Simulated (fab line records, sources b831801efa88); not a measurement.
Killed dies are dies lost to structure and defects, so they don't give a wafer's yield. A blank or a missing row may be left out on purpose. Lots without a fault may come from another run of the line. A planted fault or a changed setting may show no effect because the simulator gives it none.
fab line records | flow gf180mcu
record lots=5 wafers=15 last_day=34
route steps=602 shown HV_LDD@185
lots that met no fault: from a run of the same line without faults
start_h: hours from the record's first day to the start of the lot's first wafer shown | wait_h: hours since the lot's step before | " the same as in the row above | L1.1+2: a row that stands for several wafers | - no value, or no start given | * or withheld: withheld | < > ~ a bound
route shown NAME@n: a module of which the file shows steps, and the number in the route of the first | usual: mean/standard deviation of fault-free wafers | same: alike in all rows | chamber/n: place in a boat | sites: the reading at each site | _std_site: their standard deviation | _edge_site: outer sites' mean less inner sites' | radius_mm: how far each site lies from the wafer's centre | mask NAME#n: copy n | behind: the tool/chamber that last shaped the wafer | hold: why the lot was held/for how many hours/how that ended | device: the transistor (n, p or np) that didn't switch | end of line: the same wafers' tests at the end of the route | a step without rows: its recipe alone | killed: dies lost to structure and defects at the first sort, not the wafer's yield | map: a wafer's dies, x killed, . not, _ none there
set.NAME: the setting as run; set.NAME@STEP: as run at that earlier step | model.NAME: the simulator's own value behind a step, which no gauge read
lots at some steps of the route; a table a step, a row a wafer
services: from which hour (start_h, from the record's first day; less than 0 if before it) a tool's chamber was out of use, for how many hours, and why
## steps
# step GF_HV_LDD_IMPLANT_09
# recipe species=As energy_kev=40 dose_cm2=1e+14 tilt_deg=7
# columns lot.wafer tool chamber start_h wait_h
L076.1+5+6 implanter-02 0 231.75 0.0
L080.1+5+6 implanter-01 0 259.15 0.0
L091.2+3+6 implanter-01 0 354.74 0.0
L092.2+3+5 implanter-01 0 367.42 0.0
L095.1+2+4 implanter-02 0 376.37 0.0
# step GF_HV_LDD_STRIP_10
# recipe chemistry=O2/N2 power_w=1400 pressure_mtorr=1500 platen_temp_c=250 o2_flow_sccm=3000 n2_flow_sccm=300 overash_fraction=0.5
# usual drypump_motor_current_A=5.5/0.49 heater_power_w=333/25 oes_product_au=0.716/0.0044 strip_time_to_endpoint_s=12.63/0.04
# columns lot.wafer tool chamber start_h wait_h drypump_motor_current_A heater_power_w oes_product_au rf_hours_counter_h strip_time_to_endpoint_s
L076.1 plasma_asher-03 1 231.90 0.1 5.1 332 0.715 12 12.59
L076.5 " 0 " " 5.5 313 0.713 - 12.61
L076.6 " 1 " " 5.1 328 0.712 - 12.61
L080.1 plasma_asher-01 1 259.30 0.1 5.6 388 0.721 61 12.61
L080.5 " 1 " " 5.6 386 0.711 - 12.55
L080.6 " 0 " " 6.7 334 0.718 - 12.61
L091.2 plasma_asher-01 1 354.87 0.1 5.6 383 0.722 71 12.66
L091.3 " 0 " " 6.8 337 0.716 - 12.64
L091.6 " 0 " " 6.7 342 0.716 - 12.67
L092.2 plasma_asher-01 1 367.55 0.1 5.6 393 0.718 72 12.62
L092.3 " 1 " " 5.6 377 0.705 - 12.64
L092.5 " 0 " " 6.7 342 0.721 - 12.63
L095.1 plasma_asher-03 1 376.52 0.1 5.1 340 0.708 26 12.69
L095.2 " 0 " " 5.5 307 0.714 26 12.70
L095.4 " 1 " " 5.1 338 0.721 - 12.69
# step GF_HV_LDD_TW_MEAS_11
# usual HV_LDD_TW=2434/27
# columns lot.wafer tool chamber start_h wait_h HV_LDD_TW
L076.1 film_metro-01 - 232.00 0.1 2422
L076.5 " - " " 2409
L076.6 " - " " 2423
L080.1 film_metro-02 - 259.40 0.1 2485
L080.5 " - " " 2484
L080.6 " - " " 2475
L091.2 film_metro-02 - 354.98 0.1 2476
L091.3 " - " " 2474
L091.6 " - " " 2481
L092.2 film_metro-01 - 367.66 0.1 2410
L092.3 " - " " 2422
L092.5 " - " " 2406
L095.1 film_metro-04 - 376.62 0.1 2425
L095.2 " - " " 2429
L095.4 " - " " 2426
# step GF_HV_LDD_DEHYDRATE_12
# recipe temp_c=200 time_s=60
# usual heater_power_total_W=160.37/0.13 resist_line_temp_C=23.00/0.13
# same time_s=60
# columns lot.wafer tool chamber start_h wait_h heater_power_total_W resist_line_temp_C
L076.1 litho_track-03 0 240.06 8.1 160.37 22.93
L076.5 " 0 " " 160.32 22.83
L076.6 " 0 " " 160.18 22.92
L080.1 litho_track-03 0 268.51 9.1 160.11 22.83
L080.5 " 0 " " 160.31 23.03
L080.6 " 0 " " 160.45 23.10
L091.2 litho_track-01 0 365.07 10.1 160.32 22.76
L091.3 " 0 " " 160.19 22.85
L091.6 " 0 " " 160.36 22.92
L092.2 litho_track-02 0 378.52 10.9 160.47 23.01
L092.3 " 0 " " 160.45 23.08
L092.5 " 0 " " 160.67 23.09
L095.1 litho_track-01 0 387.34 10.7 160.17 22.91
L095.2 " 0 " " 160.51 23.14
L095.4 " 0 " " 160.16 23.02
# step GF_HV_LDD_HMDS_13
# recipe prime_time_s=60 prime_temp_c=120
# usual resist_line_temp_C=23.01/0.1
# same prime_time_s=60
# columns lot.wafer tool chamber start_h wait_h resist_line_temp_C
L076.1 litho_track-03 0 240.21 0.1 23.15
L076.5 " 0 " " 23.12
L076.6 " 0 " " 23.08
L080.1 litho_track-03 0 268.66 0.1 23.12
L080.5 " 0 " " 23.06
L080.6 " 0 " " 23.05
L091.2 litho_track-01 0 365.22 0.1 23.00
L091.3 " 0 " " 23.18
L091.6 " 0 " " 23.12
L092.2 litho_track-02 0 378.67 0.1 23.03
L092.3 " 0 " " 23.11
L092.5 " 0 " " 23.03
L095.1 litho_track-01 0 387.49 0.1 23.03
L095.2 " 0 " " 22.88
L095.4 " 0 " " 22.87
# step GF_HV_LDD_COAT_14
# recipe resist=NOVOLAK spin_rpm=3000 resist_thk_nm=1000
# usual dispense_pressure_kPa=54.3/1.1 resist_line_temp_C=23.02/0.12
# columns lot.wafer tool chamber start_h wait_h dispense_pressure_kPa resist_line_temp_C
L076.1 litho_track-03 0 240.36 0.1 55.5 23.18
L076.5 " 0 " " 55.5 23.13
L076.6 " 0 " " 55.5 23.11
L080.1 litho_track-03 0 268.81 0.1 55.5 23.00
L080.5 " 0 " " 55.5 23.07
L080.6 " 0 " " 55.5 22.99
L091.2 litho_track-01 0 365.37 0.1 53.3 23.15
L091.3 " 0 " " 53.2 22.95
L091.6 " 0 " " 53.3 23.06
L092.2 litho_track-02 0 378.82 0.1 53.3 22.98
L092.3 " 0 " " 53.3 23.05
L092.5 " 0 " " 53.3 23.10
L095.1 litho_track-01 0 387.64 0.1 53.2 22.99
L095.2 " 0 " " 53.2 22.71
L095.4 " 0 " " 53.3 22.93
# step GF_HV_LDD_SOFTBAKE_15
# recipe temp_c=90 time_s=60 resist=NOVOLAK
# usual heater_power_total_W=56.59/0.041 resist_line_temp_C=23.00/0.12
# same time_s=60
# columns lot.wafer tool chamber start_h wait_h heater_power_total_W resist_line_temp_C
L076.1 litho_track-03 0 240.51 0.1 56.62 22.91
L076.5 " 0 " " 56.58 22.92
L076.6 " 0 " " 56.58 23.00
L080.1 litho_track-03 0 268.96 0.1 56.57 22.85
L080.5 " 0 " " 56.62 22.89
L080.6 " 0 " " 56.59 22.97
L091.2 litho_track-01 0 365.52 0.1 56.59 22.76
L091.3 " 0 " " 56.53 22.96
L091.6 " 0 " " 56.63 22.85
L092.2 litho_track-02 0 378.97 0.1 56.60 22.92
L092.3 " 0 " " 56.63 23.06
L092.5 " 0 " " 56.58 23.17
L095.1 litho_track-01 0 387.79 0.1 56.65 23.12
L095.2 " 0 " " 56.56 23.06
L095.4 " 0 " " 56.62 23.05
# step GF_HV_LDD_EXPOSE_16
# recipe mask_id=Pplus_LV_AREA target_cd_nm=400 na=0.6 source_shape=conventional sigma_outer=0.6 dose_mj=140
# same sigma_outer=0.6
# columns lot.wafer tool chamber start_h wait_h mask
L076.1+5+6 iline_stepper-02 0 - - Pplus_LV_AREA#0
L080.1+5+6 iline_stepper-02 0 - - Pplus_LV_AREA#0
L091.2+3+6 iline_stepper-02 0 - - Pplus_LV_AREA#0
L092.2+3+5 iline_stepper-01 0 - - Pplus_LV_AREA#0
L095.1+2+4 iline_stepper-01 0 - - Pplus_LV_AREA#0
# step GF_HV_LDD_PEB_17
# recipe temp_c=withheld time_s=* resist=NOVOLAK
# usual resist_line_temp_C=*
# same time_s=*
# columns lot.wafer tool chamber start_h wait_h resist_line_temp_C
L076.1 litho_track-03 0 - - *
L076.5 " 0 " " *
L076.6 " 0 " " *
L080.1 litho_track-03 0 - - *
L080.5 " 0 " " *
L080.6 " 0 " " *
L091.2 litho_track-03 0 - - *
L091.3 " 0 " " *
L091.6 " 0 " " *
L092.2 litho_track-03 0 - - *
L092.3 " 0 " " *
L092.5 " 0 " " *
L095.1 litho_track-02 0 - - *
L095.2 " 0 " " *
L095.4 " 0 " " *
# step GF_HV_LDD_DEVELOP_18
# recipe develop_time_s=60 dev_temp_c=23
# usual resist_line_temp_C=23.01/0.12
# columns lot.wafer tool chamber start_h wait_h resist_line_temp_C
L076.1 litho_track-03 0 250.16 0.1 23.12
L076.5 " 0 " " 23.07
L076.6 " 0 " " 22.99
L080.1 litho_track-03 0 278.66 0.1 22.88
L080.5 " 0 " " 23.09
L080.6 " 0 " " 22.96
L091.2 litho_track-03 0 377.04 0.1 23.07
L091.3 " 0 " " 23.10
L091.6 " 0 " " 23.19
L092.2 litho_track-03 0 390.29 0.1 23.04
L092.3 " 0 " " 22.93
L092.5 " 0 " " 23.10
L095.1 litho_track-02 0 399.10 0.1 23.07
L095.2 " 0 " " 22.99
L095.4 " 0 " " 23.03
# step GF_HV_LDD_CD_MEAS_19
# recipe target_cd_nm=400
# usual cd_nm=400.2/2.4
# columns lot.wafer tool chamber start_h wait_h cd_nm
L076.1 cd_sem-01 - 250.31 0.1 400.3
L076.5 " - " " 400.3
L076.6 " - " " 400.6
L080.1 cd_sem-01 - 278.81 0.1 401.8
L080.5 " - " " 399.3
L080.6 " - " " 399.7
L091.2 cd_sem-01 - 377.18 0.1 397.5
L091.3 " - " " 400.3
L091.6 " - " " 399.1
L092.2 cd_sem-02 - 390.43 0.1 400.9
L092.3 " - " " 399.2
L092.5 " - " " 401.0
L095.1 cd_sem-02 - 399.25 0.1 398.4
L095.2 " - " " 399.4
L095.4 " - " " 399.6
# step GF_HV_LDD_OVL_MEAS_20
# usual HV_LDD_01_OVL=-0.6/1.2
# columns lot.wafer tool chamber start_h wait_h HV_LDD_01_OVL[nm]
L076.1 overlay-02 - 250.43 0.1 -0.9
L076.5 " - " " -0.4
L076.6 " - " " -0.4
L080.1 overlay-01 - 278.93 0.1 -2.1
L080.5 " - " " -0.7
L080.6 " - " " -0.3
L091.2 overlay-01 - 377.29 0.1 1.5
L091.3 " - " " 0.2
L091.6 " - " " 0.7
L092.2 overlay-02 - 390.54 0.1 -0.2
L092.3 " - " " -0.4
L092.5 " - " " -0.3
L095.1 overlay-01 - 399.37 0.1 -3.0
L095.2 " - " " -1.7
L095.4 " - " " -1.6
# step GF_HV_LDD_IMPLANT_21
# recipe species=BF2 energy_kev=25 dose_cm2=5e+13 tilt_deg=7
# columns lot.wafer tool chamber start_h wait_h
L076.1+5+6 implanter-01 0 250.47 0.0
L080.1+5+6 implanter-01 0 278.97 0.0
L091.2+3+6 implanter-03 0 377.34 0.0
L092.2+3+5 implanter-02 0 390.59 0.0
L095.1+2+4 implanter-03 0 399.40 0.0
# step GF_HV_LDD_STRIP_22
# recipe chemistry=O2/N2 power_w=1400 pressure_mtorr=1500 platen_temp_c=250 o2_flow_sccm=3000 n2_flow_sccm=300 overash_fraction=0.5
# usual drypump_motor_current_A=5.6/0.49 heater_power_w=337/25 oes_product_au=0.716/0.0046 strip_time_to_endpoint_s=12.63/0.035
# columns lot.wafer tool chamber start_h wait_h drypump_motor_current_A heater_power_w oes_product_au rf_hours_counter_h strip_time_to_endpoint_s
L076.1 plasma_asher-01 1 250.62 0.1 5.6 396 0.713 60 12.64
L076.5 " 1 " " 5.6 384 0.708 - 12.64
L076.6 " 0 " " 6.7 349 0.719 - 12.61
L080.1 plasma_asher-02 1 279.12 0.1 5.4 317 0.707 65 12.64
L080.5 " 1 " " 5.4 317 0.719 - 12.64
L080.6 " 0 " " 5.6 334 0.719 - 12.64
L091.2 plasma_asher-03 1 377.47 0.1 5.1 332 0.716 26 12.63
L091.3 " 1 " " 5.1 325 0.719 - 12.62
L091.6 " 0 " " 5.5 307 0.714 - 12.65
L092.2 plasma_asher-01 0 390.72 0.1 6.8 342 0.718 75 12.56
L092.3 " 0 " " 6.7 337 0.707 - 12.61
L092.5 " 0 " " 6.8 341 0.721 - 12.57
L095.1 plasma_asher-01 0 399.55 0.1 6.7 335 0.714 75 12.67
L095.2 " 1 " " 5.6 383 0.715 75 12.62
L095.4 " 1 " " 5.6 392 0.723 - 12.62
# step GF_HV_LDD_TW_MEAS_23
# usual HV_LDD_2_TW=1070/13
# columns lot.wafer tool chamber start_h wait_h HV_LDD_2_TW
L076.1 film_metro-01 - 250.72 0.1 1063
L076.5 " - " " 1059
L076.6 " - " " 1055
L080.1 film_metro-04 - 279.22 0.1 1067
L080.5 " - " " 1070
L080.6 " - " " 1065
L091.2 film_metro-02 - 377.58 0.1 1095
L091.3 " - " " 1090
L091.6 " - " " 1092
L092.2 film_metro-01 - 390.83 0.1 1050
L092.3 " - " " 1055
L092.5 " - " " 1053
L095.1 film_metro-02 - 399.65 0.1 1083
L095.2 " - " " 1082
L095.4 " - " " 1089
# step GF_HV_LDD_DEHYDRATE_24
# recipe temp_c=200 time_s=60
# usual heater_power_total_W=160.38/0.13 resist_line_temp_C=22.99/0.099
# same time_s=60
# columns lot.wafer tool chamber start_h wait_h heater_power_total_W resist_line_temp_C
L076.1 litho_track-02 0 259.00 8.3 160.40 22.88
L076.5 " 0 " " 160.65 22.99
L076.6 " 0 " " 160.36 22.85
L080.1 litho_track-02 0 289.20 10.0 160.31 22.95
L080.5 " 0 " " 160.24 22.83
L080.6 " 0 " " 160.36 22.96
L091.2 litho_track-02 0 388.07 10.5 160.21 22.91
L091.3 " 0 " " 160.34 22.97
L091.6 " 0 " " 160.56 22.94
L092.2 litho_track-01 0 402.12 11.3 160.40 22.97
L092.3 " 0 " " 160.43 22.98
L092.5 " 0 " " 160.32 23.13
L095.1 litho_track-01 0 411.04 11.4 160.39 22.92
L095.2 " 0 " " 160.54 23.00
L095.4 " 0 " " 160.37 23.09
# step GF_HV_LDD_HMDS_25
# recipe prime_time_s=60 prime_temp_c=120
# usual resist_line_temp_C=22.98/0.096
# same prime_time_s=60
# columns lot.wafer tool chamber start_h wait_h resist_line_temp_C
L076.1 litho_track-02 0 259.15 0.1 22.92
L076.5 " 0 " " 22.97
L076.6 " 0 " " 22.91
L080.1 litho_track-02 0 289.35 0.1 23.00
L080.5 " 0 " " 23.02
L080.6 " 0 " " 22.96
L091.2 litho_track-02 0 388.22 0.1 23.03
L091.3 " 0 " " 22.95
L091.6 " 0 " " 23.03
L092.2 litho_track-01 0 402.27 0.1 23.05
L092.3 " 0 " " 22.91
L092.5 " 0 " " 23.07
L095.1 litho_track-01 0 411.19 0.1 22.95
L095.2 " 0 " " 23.08
L095.4 " 0 " " 23.06
# step GF_HV_LDD_COAT_26
# recipe resist=NOVOLAK spin_rpm=3000 resist_thk_nm=1000
# usual dispense_pressure_kPa=53.8/0.99 resist_line_temp_C=23.00/0.087
# columns lot.wafer tool chamber start_h wait_h dispense_pressure_kPa resist_line_temp_C
L076.1 litho_track-02 0 259.30 0.1 53.3 22.97
L076.5 " 0 " " 53.3 23.04
L076.6 " 0 " " 53.3 22.89
L080.1 litho_track-02 0 289.50 0.1 53.3 23.01
L080.5 " 0 " " 53.3 22.91
L080.6 " 0 " " 53.3 22.90
L091.2 litho_track-02 0 388.37 0.1 53.3 22.98
L091.3 " 0 " " 53.3 22.97
L091.6 " 0 " " 53.3 23.03
L092.2 litho_track-01 0 402.42 0.1 53.3 22.97
L092.3 " 0 " " 53.3 23.03
L092.5 " 0 " " 53.2 23.02
L095.1 litho_track-01 0 411.34 0.1 53.3 23.08
L095.2 " 0 " " 53.3 23.10
L095.4 " 0 " " 53.3 23.00
# step GF_HV_LDD_SOFTBAKE_27
# recipe temp_c=90 time_s=60 resist=NOVOLAK
# usual heater_power_total_W=56.60/0.044 resist_line_temp_C=22.97/0.096
# same time_s=60
# columns lot.wafer tool chamber start_h wait_h heater_power_total_W resist_line_temp_C
L076.1 litho_track-02 0 259.45 0.1 56.72 22.98
L076.5 " 0 " " 56.60 23.05
L076.6 " 0 " " 56.53 22.93
L080.1 litho_track-02 0 289.65 0.1 56.59 23.08
L080.5 " 0 " " 56.52 23.11
L080.6 " 0 " " 56.62 22.99
L091.2 litho_track-02 0 388.52 0.1 56.65 22.81
L091.3 " 0 " " 56.56 22.85
L091.6 " 0 " " 56.64 22.76
L092.2 litho_track-01 0 402.57 0.1 56.61 23.04
L092.3 " 0 " " 56.56 23.05
L092.5 " 0 " " 56.64 22.91
L095.1 litho_track-01 0 411.49 0.1 56.53 22.81
L095.2 " 0 " " 56.63 22.76
L095.4 " 0 " " 56.59 22.87
# step GF_HV_LDD_EXPOSE_28
# recipe mask_id=Nplus_HV_AREA target_cd_nm=400 na=0.6 source_shape=conventional sigma_outer=0.6 dose_mj=140
# same sigma_outer=0.6
# columns lot.wafer tool chamber start_h wait_h mask
L076.1+5+6 iline_stepper-01 0 - - Nplus_HV_AREA#0
L080.1+5+6 iline_stepper-02 0 - - Nplus_HV_AREA#0
L091.2+3+6 iline_stepper-01 0 - - Nplus_HV_AREA#0
L092.2+3+5 iline_stepper-02 0 - - Nplus_HV_AREA#0
L095.1+2+4 iline_stepper-01 0 - - Nplus_HV_AREA#0
# step GF_HV_LDD_PEB_29
# recipe temp_c=withheld time_s=* resist=NOVOLAK
# usual resist_line_temp_C=*
# same time_s=*
# columns lot.wafer tool chamber start_h wait_h resist_line_temp_C
L076.1 litho_track-03 0 - - *
L076.5 " 0 " " *
L076.6 " 0 " " *
L080.1 litho_track-02 0 - - *
L080.5 " 0 " " *
L080.6 " 0 " " *
L091.2 litho_track-03 0 - - *
L091.3 " 0 " " *
L091.6 " 0 " " *
L092.2 litho_track-03 0 - - *
L092.3 " 0 " " *
L092.5 " 0 " " *
L095.1 litho_track-01 0 - - *
L095.2 " 0 " " *
L095.4 " 0 " " *
# step GF_HV_LDD_DEVELOP_30
# recipe develop_time_s=60 dev_temp_c=23
# usual resist_line_temp_C=22.99/0.11
# columns lot.wafer tool chamber start_h wait_h resist_line_temp_C
L076.1 litho_track-03 0 269.26 0.1 22.94
L076.5 " 0 " " 22.91
L076.6 " 0 " " 23.12
L080.1 litho_track-02 0 299.55 0.1 23.00
L080.5 " 0 " " 23.19
L080.6 " 0 " " 23.08
L091.2 litho_track-03 0 399.79 0.1 23.06
L091.3 " 0 " " 22.95
L091.6 " 0 " " 22.97
L092.2 litho_track-03 0 413.59 0.1 22.97
L092.3 " 0 " " 22.94
L092.5 " 0 " " 22.91
L095.1 litho_track-01 0 423.34 0.1 23.20
L095.2 " 0 " " 23.03
L095.4 " 0 " " 23.10
# step GF_HV_LDD_CD_MEAS_31
# recipe target_cd_nm=400
# usual cd_nm=400.7/2.4
# columns lot.wafer tool chamber start_h wait_h cd_nm
L076.1 cd_sem-01 - 269.41 0.1 401.9
L076.5 " - " " 402.1
L076.6 " - " " 400.3
L080.1 cd_sem-02 - 299.70 0.1 401.9
L080.5 " - " " 401.1
L080.6 " - " " 399.7
L091.2 cd_sem-02 - 399.93 0.1 398.4
L091.3 " - " " 400.3
L091.6 " - " " 399.3
L092.2 cd_sem-01 - 413.73 0.1 404.0
L092.3 " - " " 401.9
L092.5 " - " " 401.8
L095.1 cd_sem-02 - 423.49 0.1 400.4
L095.2 " - " " 400.1
L095.4 " - " " 403.1
# step GF_HV_LDD_OVL_MEAS_32
# usual HV_LDD_02_OVL=-0.7/1.4
# columns lot.wafer tool chamber start_h wait_h HV_LDD_02_OVL[nm]
L076.1 overlay-01 - 269.53 0.1 -0.5
L076.5 " - " " -0.9
L076.6 " - " " -1.9
L080.1 overlay-01 - 299.82 0.1 0.4
L080.5 " - " " 0.8
L080.6 " - " " 0.7
L091.2 overlay-02 - 400.04 0.1 -1.8
L091.3 " - " " 0.8
L091.6 " - " " -1.5
L092.2 overlay-01 - 413.84 0.1 0.8
L092.3 " - " " -0.1
L092.5 " - " " -0.5
L095.1 overlay-02 - 423.61 0.1 -0.1
L095.2 " - " " -1.5
L095.4 " - " " -1.2
# step GF_HV_LDD_IMPLANT_33
# recipe species=P energy_kev=60 dose_cm2=7.5e+12 tilt_deg=30 rotation_deg=0
# columns lot.wafer tool chamber start_h wait_h
L076.1+5+6 implanter-03 0 269.57 0.0
L080.1+5+6 implanter-03 0 299.85 0.0
L091.2+3+6 implanter-02 0 400.09 0.0
L092.2+3+5 implanter-03 0 413.89 0.0
L095.1+2+4 implanter-03 0 423.65 0.0
# step GF_HV_LDD_IMPLANT_34
# recipe species=P energy_kev=60 dose_cm2=7.5e+12 tilt_deg=30 rotation_deg=90
# columns lot.wafer tool chamber start_h wait_h
L076.1+5+6 implanter-03 0 269.72 0.1
L080.1+5+6 implanter-03 0 300.00 0.1
L091.2+3+6 implanter-02 0 400.24 0.1
L092.2+3+5 implanter-03 0 414.04 0.1
L095.1+2+4 implanter-03 0 423.80 0.1
# step GF_HV_LDD_IMPLANT_35
# recipe species=P energy_kev=60 dose_cm2=7.5e+12 tilt_deg=30 rotation_deg=180
# columns lot.wafer tool chamber start_h wait_h
L076.1+5+6 implanter-03 0 269.87 0.1
L080.1+5+6 implanter-03 0 300.15 0.1
L091.2+3+6 implanter-02 0 400.39 0.1
L092.2+3+5 implanter-03 0 414.19 0.1
L095.1+2+4 implanter-03 0 423.95 0.1
# step GF_HV_LDD_IMPLANT_36
# recipe species=P energy_kev=60 dose_cm2=7.5e+12 tilt_deg=30 rotation_deg=270
# columns lot.wafer tool chamber start_h wait_h
L076.1+5+6 implanter-03 0 270.02 0.1
L080.1+5+6 implanter-03 0 300.30 0.1
L091.2+3+6 implanter-02 0 400.54 0.1
L092.2+3+5 implanter-03 0 414.34 0.1
L095.1+2+4 implanter-03 0 424.10 0.1
# step GF_HV_LDD_STRIP_37
# recipe chemistry=O2/N2 power_w=1400 pressure_mtorr=1500 platen_temp_c=250 o2_flow_sccm=3000 n2_flow_sccm=300 overash_fraction=0.5
# usual drypump_motor_current_A=5.7/0.51 heater_power_w=341/26 oes_product_au=0.715/0.0045 strip_time_to_endpoint_s=12.64/0.035
# columns lot.wafer tool chamber start_h wait_h drypump_motor_current_A heater_power_w oes_product_au rf_hours_counter_h strip_time_to_endpoint_s
L076.1 plasma_asher-02 0 270.17 0.1 5.6 335 0.717 64 12.68
L076.5 " 0 " " 5.6 337 0.723 - 12.67
L076.6 " 1 " " 5.5 321 0.720 - 12.66
L080.1 plasma_asher-02 1 300.45 0.1 5.5 320 0.712 67 12.70
L080.5 " 0 " " 5.6 335 0.718 - 12.64
L080.6 " 1 " " 5.5 314 0.716 - 12.69
L091.2 plasma_asher-01 1 400.67 0.1 5.6 392 0.717 76 12.63
L091.3 " 0 " " 6.7 347 0.719 - 12.61
L091.6 " 0 " " 6.7 348 0.720 - 12.56
L092.2 plasma_asher-03 0 414.47 0.1 5.5 310 0.709 30 12.67
L092.3 " 0 " " 5.5 311 0.709 - 12.69
L092.5 " 0 " " 5.5 307 0.711 - 12.68
L095.1 plasma_asher-02 1 424.25 0.1 5.4 318 0.712 80 12.64
L095.2 " 0 " " 5.6 335 0.713 80 12.64
L095.4 " 1 " " 5.4 323 0.713 - 12.61
# step GF_HV_LDD_TW_MEAS_38
# usual HV_LDD_3_TW=1450/17
# columns lot.wafer tool chamber start_h wait_h HV_LDD_3_TW
L076.1 film_metro-02 - 270.27 0.1 1469
L076.5 " - " " 1476
L076.6 " - " " 1472
L080.1 film_metro-01 - 300.55 0.1 1433
L080.5 " - " " 1438
L080.6 " - " " 1442
L091.2 film_metro-02 - 400.78 0.1 1471
L091.3 " - " " 1477
L091.6 " - " " 1478
L092.2 film_metro-04 - 414.58 0.1 1436
L092.3 " - " " 1440
L092.5 " - " " 1442
L095.1 film_metro-01 - 424.35 0.1 1440
L095.2 " - " " 1439
L095.4 " - " " 1438
# step GF_HV_LDD_DEHYDRATE_39
# recipe temp_c=200 time_s=60
# usual heater_power_total_W=160.35/0.12 resist_line_temp_C=22.99/0.11
# same time_s=60
# columns lot.wafer tool chamber start_h wait_h heater_power_total_W resist_line_temp_C
L076.1 litho_track-01 0 279.29 9.0 160.55 22.93
L076.5 " 0 " " 160.28 22.95
L076.6 " 0 " " 160.37 23.07
L080.1 litho_track-02 0 310.55 10.0 160.14 22.94
L080.5 " 0 " " 160.25 22.84
L080.6 " 0 " " 160.15 22.90
L091.2 litho_track-03 0 412.24 11.4 160.33 22.90
L091.3 " 0 " " 160.17 23.07
L091.6 " 0 " " 160.24 22.93
L092.2 litho_track-01 0 426.37 11.8 160.56 23.04
L092.3 " 0 " " 160.52 23.04
L092.5 " 0 " " 160.57 23.11
L095.1 litho_track-01 0 435.54 11.2 160.61 22.91
L095.2 " 0 " " 160.27 23.01
L095.4 " 0 " " 160.36 23.02
# step GF_HV_LDD_HMDS_40
# recipe prime_time_s=60 prime_temp_c=120
# usual resist_line_temp_C=22.99/0.11
# same prime_time_s=60
# columns lot.wafer tool chamber start_h wait_h resist_line_temp_C
L076.1 litho_track-01 0 279.44 0.1 22.93
L076.5 " 0 " " 22.90
L076.6 " 0 " " 23.01
L080.1 litho_track-02 0 310.70 0.1 23.19
L080.5 " 0 " " 23.12
L080.6 " 0 " " 23.09
L091.2 litho_track-03 0 412.39 0.1 22.81
L091.3 " 0 " " 22.92
L091.6 " 0 " " 22.90
L092.2 litho_track-01 0 426.52 0.1 23.07
L092.3 " 0 " " 23.09
L092.5 " 0 " " 23.03
L095.1 litho_track-01 0 435.69 0.1 22.84
L095.2 " 0 " " 23.02
L095.4 " 0 " " 22.98
# step GF_HV_LDD_COAT_41
# recipe resist=NOVOLAK spin_rpm=3000 resist_thk_nm=1000
# usual dispense_pressure_kPa=54.2/1.1 resist_line_temp_C=23.01/0.12
# columns lot.wafer tool chamber start_h wait_h dispense_pressure_kPa resist_line_temp_C
L076.1 litho_track-01 0 279.59 0.1 53.2 23.22
L076.5 " 0 " " 53.2 23.20
L076.6 " 0 " " 53.2 23.05
L080.1 litho_track-02 0 310.85 0.1 53.2 22.79
L080.5 " 0 " " 53.2 23.00
L080.6 " 0 " " 53.3 23.03
L091.2 litho_track-03 0 412.54 0.1 55.6 23.16
L091.3 " 0 " " 55.6 23.19
L091.6 " 0 " " 55.6 23.29
L092.2 litho_track-01 0 426.67 0.1 53.2 23.01
L092.3 " 0 " " 53.3 22.84
L092.5 " 0 " " 53.3 23.08
L095.1 litho_track-01 0 435.84 0.1 53.3 23.03
L095.2 " 0 " " 53.3 22.90
L095.4 " 0 " " 53.3 23.20
# step GF_HV_LDD_SOFTBAKE_42
# recipe temp_c=90 time_s=60 resist=NOVOLAK
# usual heater_power_total_W=56.60/0.044 resist_line_temp_C=22.99/0.1
# same time_s=60
# columns lot.wafer tool chamber start_h wait_h heater_power_total_W resist_line_temp_C
L076.1 litho_track-01 0 279.74 0.1 56.58 22.97
L076.5 " 0 " " 56.55 22.92
L076.6 " 0 " " 56.65 23.04
L080.1 litho_track-02 0 311.00 0.1 56.62 22.82
L080.5 " 0 " " 56.57 22.79
L080.6 " 0 " " 56.61 22.76
L091.2 litho_track-03 0 412.69 0.1 56.56 22.96
L091.3 " 0 " " 56.72 23.06
L091.6 " 0 " " 56.65 22.96
L092.2 litho_track-01 0 426.82 0.1 56.54 22.88
L092.3 " 0 " " 56.59 22.96
L092.5 " 0 " " 56.67 22.88
L095.1 litho_track-01 0 435.99 0.1 56.64 23.01
L095.2 " 0 " " 56.68 22.98
L095.4 " 0 " " 56.60 23.11
# step GF_HV_LDD_EXPOSE_43
# recipe mask_id=Pplus_HV_AREA target_cd_nm=400 na=0.6 source_shape=conventional sigma_outer=0.6 dose_mj=140
# same sigma_outer=0.6
# columns lot.wafer tool chamber start_h wait_h mask
L076.1+5+6 iline_stepper-02 0 - - Pplus_HV_AREA#0
L080.1+5+6 iline_stepper-02 0 - - Pplus_HV_AREA#0
L091.2+3+6 iline_stepper-02 0 - - Pplus_HV_AREA#0
L092.2+3+5 iline_stepper-01 0 - - Pplus_HV_AREA#0
L095.1+2+4 iline_stepper-01 0 - - Pplus_HV_AREA#0
# step GF_HV_LDD_PEB_44
# recipe temp_c=withheld time_s=* resist=NOVOLAK
# usual resist_line_temp_C=*
# same time_s=*
# columns lot.wafer tool chamber start_h wait_h resist_line_temp_C
L076.1 litho_track-02 0 - - *
L076.5 " 0 " " *
L076.6 " 0 " " *
L080.1 litho_track-01 0 - - *
L080.5 " 0 " " *
L080.6 " 0 " " *
L091.2 litho_track-02 0 - - *
L091.3 " 0 " " *
L091.6 " 0 " " *
L092.2 litho_track-01 0 - - *
L092.3 " 0 " " *
L092.5 " 0 " " *
L095.1 litho_track-01 0 - - *
L095.2 " 0 " " *
L095.4 " 0 " " *
## services
# columns tool chamber start_h hours kind
implanter-03 - 216.81 1.5 repair
implanter-01 - 239.80 2.4 repair
plasma_asher-01 - 254.43 0.4 repair
iline_stepper-02 0 263.15 - calibration
iline_stepper-01 - 267.33 28.9 pm
implanter-02 - 280.45 1.8 repair
implanter-03 - 285.55 6.2 repair
plasma_asher-01 - 292.08 0.5 repair
iline_stepper-01 - 296.22 1.7 pm
plasma_asher-01 - 304.34 0.5 repair
implanter-02 - 337.55 3.4 pm
implanter-01 - 341.28 3.0 pm
implanter-03 - 359.86 3.2 repair
iline_stepper-02 - 377.78 1.7 pm
iline_stepper-01 0 379.26 - calibration
iline_stepper-02 - 392.44 2.2 repair
implanter-01 - 397.47 6.1 pm
plasma_asher-02 - 420.85 3.1 repair
implanter-02 - 421.03 13.0 repair
plasma_asher-01 - 421.25 9.0 pm
implanter-02 - 429.30 1.7 repair
plasma_asher-01 - 435.29 1.3 repair
implanter-01 - 440.13 1.1 repair
plasma_asher-03 - 444.64 0.5 repair
## key
fault none
